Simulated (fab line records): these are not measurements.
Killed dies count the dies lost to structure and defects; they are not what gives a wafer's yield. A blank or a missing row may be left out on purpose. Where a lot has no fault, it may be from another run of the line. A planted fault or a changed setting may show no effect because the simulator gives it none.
2 desks, one fault :: flow sky130 :: every desk sees just its own numbers, and what lay behind them comes last

== METROLOGY DESK ==
Means of the sampled wafers that have a number, per lot and without regard to the tool the lot ran on: this is what the gauges read. A lot is out of limits, marked OUT, if its mean lies more than 4 standard deviations from the usual mean; the brackets give that distance.
Columns: A = CAP2M_TIN_THK at SKY_CAP2M_THK_MEAS_04, usual 201.1 nm
lot: L987
first seen here: day 39 23:10
A: 198.7

lot: L991
first seen here: day 40 18:51
A: 201.1

lot: L993
first seen here: day 41 04:58
A: 200.5

lot: L994
first seen here: day 41 09:55
A: 200.0

lot: L995
first seen here: day 41 23:29
A: 205.0

lot: L997
first seen here: day 42 05:58
A: 198.7

lot: L998
first seen here: day 42 16:28
A: 201.2

lot: L100
first seen here: day 43 06:35
A: 199.4

lot: L102
first seen here: day 44 02:08
A: 201.6

lot: L104
first seen here: day 44 22:26
A: 203.0

lot: L107
first seen here: day 45 05:27
A: 199.0
This desk's verdict: no lot among the 11 shows anything out of limits.

== AT THE TOOL OWNER'S DESK: rie metal-01 ==
The tool's own readings at SKY_CAPM_METAL_ETCH_13 (etches TiN in Cl2/BCl3, stops on SiO2, target depth 220 nm, time 62.9 s): means of the sampled wafers that have a number, for each lot that ran on this tool. A lot is out of limits, marked OUT, if its mean lies more than 4 standard deviations from the usual mean; the brackets give that distance.
Columns: A = bias w at SKY_CAPM_METAL_ETCH_13, usual 49.78 W; B = drypump motor current A at SKY_CAPM_METAL_ETCH_13, usual 5.8 A; C = mfc cl2 sccm at SKY_CAPM_METAL_ETCH_13, usual 59.99 sccm; D = oes product au at SKY_CAPM_METAL_ETCH_13, usual 0.944 a.u.; E = throttle valve pct at SKY_CAPM_METAL_ETCH_13, usual 21.899 %
lot: L987
first seen here: day 37 17:13
A: 49.76
B: 5.3
C: 59.89
D: 0.938
E: 21.906

lot: L994
first seen here: day 39 06:04
A: 49.64
B: 5.3
C: 59.90
D: 0.939
E: 21.895

lot: L997
first seen here: day 40 01:13
A: 49.66
B: 5.4
C: 60.02
D: 0.956
E: 21.890

lot: L100
first seen here: day 41 02:56
A: 49.73
B: 5.3
C: 59.98
D: 0.949
E: 21.899

lot: L102
first seen here: day 41 23:20
A: 49.85
B: 5.3
C: 59.81
D: 0.935
E: 21.905

lot: L104
first seen here: day 42 20:37
A: 49.73
B: 5.4
C: 59.87
D: 0.944
E: 21.900

lot: L107
first seen here: day 43 03:43
A: 49.76
B: 5.4
C: 60.00
D: 0.934
E: 21.898
This desk's verdict: no lot among the 7 shows anything out of limits.

== TAKEN TOGETHER ==
The metrology desk saw nothing out of limits.
Nothing out of limits was seen by the tool owner's desk.

== WHAT THE SIMULATOR HAD INSERTED ==
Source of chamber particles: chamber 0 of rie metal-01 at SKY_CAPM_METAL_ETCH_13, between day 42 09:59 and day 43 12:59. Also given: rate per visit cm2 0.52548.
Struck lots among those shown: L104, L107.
